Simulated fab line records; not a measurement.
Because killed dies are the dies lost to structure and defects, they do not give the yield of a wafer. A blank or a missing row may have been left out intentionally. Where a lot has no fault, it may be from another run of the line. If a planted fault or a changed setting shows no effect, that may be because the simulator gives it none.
Which tool is to blame? :: flow gf180mcu :: 20 wafers from 7 lots sampled at 2 of the route's 602 steps

== WHAT THE GAUGES SHOWED, per wafer ==
GF_VT_IMPLANT_TW_MEAS_10.
lot: L152
measured: day 5 20:46
on: filmMetro-03
VT_IMPLANT_TW: 559 557 560

lot: L154
measured: day 6 13:53
on: filmMetro-02
VT_IMPLANT_TW: 566 571 568

lot: L156
measured: day 7 01:48
on: filmMetro-03
VT_IMPLANT_TW: 561 561 560

lot: L166
measured: day 9 14:25
on: filmMetro-03
VT_IMPLANT_TW: 30 558

lot: L168
measured: day 9 22:52
on: filmMetro-02
VT_IMPLANT_TW: 565 569 571

lot: L172
measured: day 11 05:33
on: filmMetro-02
VT_IMPLANT_TW: 565 566 564

lot: L174
measured: day 11 12:54
on: filmMetro-03
VT_IMPLANT_TW: 559 560 558

== TOOL THAT RAN EACH LOT (tool first, then ch and the chambers of the sampled wafers, then the start) ==
lot: L152
GF_VT_IMPLANT_DEVELOP_06: lithoTrack-01 ch 0, day 5 20:22

lot: L154
GF_VT_IMPLANT_DEVELOP_06: lithoTrack-02 ch 0, day 6 13:28

lot: L156
GF_VT_IMPLANT_DEVELOP_06: lithoTrack-01 ch 0, day 7 01:22

lot: L166
GF_VT_IMPLANT_DEVELOP_06: lithoTrack-01 ch 0, day 9 14:01

lot: L168
GF_VT_IMPLANT_DEVELOP_06: lithoTrack-03 ch 0, day 9 22:26

lot: L172
GF_VT_IMPLANT_DEVELOP_06: lithoTrack-02 ch 0, day 11 05:08

lot: L174
GF_VT_IMPLANT_DEVELOP_06: lithoTrack-02 ch 0, day 11 12:29
- GF_VT_IMPLANT_DEVELOP_06: develop time 60 s.

== THE ANSWER, worked out from the rows above alone ==
Rule: the usual values come from the lots themselves. Put in order of their means at a reading, lots are off if they are a third of the lots or fewer, leave a main group of 4 or more, and stand apart from it by a gap of 3 or more times the standard deviation of the main group's means; of several such gaps the widest counts. Not used: any main group whose means are identical at the precision the tables above print for the reading. A lot without any number at a reading at which 4 lots or more have one is off too. Any other lot the step has rows for is counted as sound.
Off: L166, seen at GF_VT_IMPLANT_TW_MEAS_10 (VT_IMPLANT_TW). The main group has a mean of 563 with a standard deviation of 4.1.
If a tool, at a process step before that reading, ran all the lots that are off and no sound lot after the first of them, it fits. Gauges at GF_VT_IMPLANT_TW_MEAS_10: tried the same way as those tools. One fits: GF_VT_IMPLANT_DEVELOP_06 on lithoTrack-01. A fault onset in the window from L156 (day 7 01:22, its last sound lot) to L166 (day 9 14:01, its first lot off) fits.

== WHAT THE SIMULATOR HAD INSERTED ==
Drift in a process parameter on lithoTrack-01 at GF_VT_IMPLANT_DEVELOP_06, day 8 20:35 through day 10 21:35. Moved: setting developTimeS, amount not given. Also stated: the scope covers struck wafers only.
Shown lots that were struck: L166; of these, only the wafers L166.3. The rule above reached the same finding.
